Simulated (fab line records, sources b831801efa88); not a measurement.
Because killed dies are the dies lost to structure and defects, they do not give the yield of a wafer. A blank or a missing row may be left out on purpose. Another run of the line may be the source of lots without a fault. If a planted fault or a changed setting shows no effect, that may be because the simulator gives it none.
One fault through the eyes of 2 desks / flow gf180mcu / every desk sees just its own numbers, and what lay behind them comes last

## AT THE TOOL OWNER'S DESK: rieMetal-03
The tool's own readings at GF_MIM_METAL_ETCH_19 (etches the open film in Cl2/BCl3, stops on Si3N4, target depth 324.5 nm, time 54.1 s): means of the sampled wafers that have a number, for each lot that ran on this tool. Marked OUT: a lot whose mean sits more than 4 standard deviations from the usual mean, which makes it out of limits; the brackets give that distance.
Columns: A = biasW at GF_MIM_METAL_ETCH_19, usual 140.0 W; B = drypumpMotorCurrentA at GF_MIM_METAL_ETCH_19, usual 5.8 A; C = mfcCl2Sccm at GF_MIM_METAL_ETCH_19, usual 80.01 sccm; D = oesProductAu at GF_MIM_METAL_ETCH_19, usual 0.941 a.u.; E = throttleValvePct at GF_MIM_METAL_ETCH_19, usual 28.283 %
lot=L555; first seen here=day 25 10:46; A=139.7; B=5.5; C=79.89; D=0.940; E=28.284
lot=L563; first seen here=day 28 05:08; A=139.9; B=5.4; C=80.03; D=0.943; E=28.280
lot=L565; first seen here=day 28 17:46; A=140.1; B=5.4; C=80.12; D=0.941; E=28.278
lot=L569; first seen here=day 29 19:45; A=145.2 (+12) OUT; B=5.4; C=79.85; D=0.933; E=28.292
Finding of this desk: L569 out of limits; the first was L569 at day 29 19:45, on biasW at GF_MIM_METAL_ETCH_19. Within limits: L555, L563, L565.

## METROLOGY DESK
What the gauges read, lot by lot, whatever tool the lot ran on: means of the sampled wafers that have a number. Marked OUT: a lot whose mean sits more than 4 standard deviations from the usual mean, which makes it out of limits; the brackets give that distance.
Columns: A = V4_OVL at GF_V4_OVL_MEAS_15, usual -2 nm
lot=L555; first seen here=day 24 11:11; A=0
lot=L556; first seen here=day 24 20:16; A=-2
lot=L557; first seen here=day 24 23:13; A=0
lot=L560; first seen here=day 26 07:07; A=-2
lot=L561; first seen here=day 26 15:22; A=0
lot=L562; first seen here=day 26 23:59; A=-2
lot=L563; first seen here=day 27 07:49; A=1
lot=L564; first seen here=day 27 09:53; A=-6
lot=L565; first seen here=day 27 20:26; A=-4
lot=L568; first seen here=day 28 11:53; A=1
lot=L569; first seen here=day 28 23:07; A=2
lot=L577; first seen here=day 31 02:29; A=-9
lot=L578; first seen here=day 31 08:55; A=-0
This desk found nothing out of limits on any of the 13 lots.

## TAKEN TOGETHER
On L569, at day 29 19:45, an alarm was possible from the tool owner's desk.
Metrology desk: nothing out of limits seen.
The metrology desk has L569 on record, within its limits.
Every lot named ran GF_MIM_METAL_ETCH_19 on rieMetal-03.

## WHAT THE SIMULATOR PUT IN
rieMetal-03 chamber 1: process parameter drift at GF_MIM_METAL_ETCH_19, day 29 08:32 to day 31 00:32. Setting biasW shifted by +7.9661 from 140. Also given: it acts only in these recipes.
Lots struck among those shown: L569.
Hours from the fault's start to each desk's first reading out of limits: the tool owner's desk, 11.
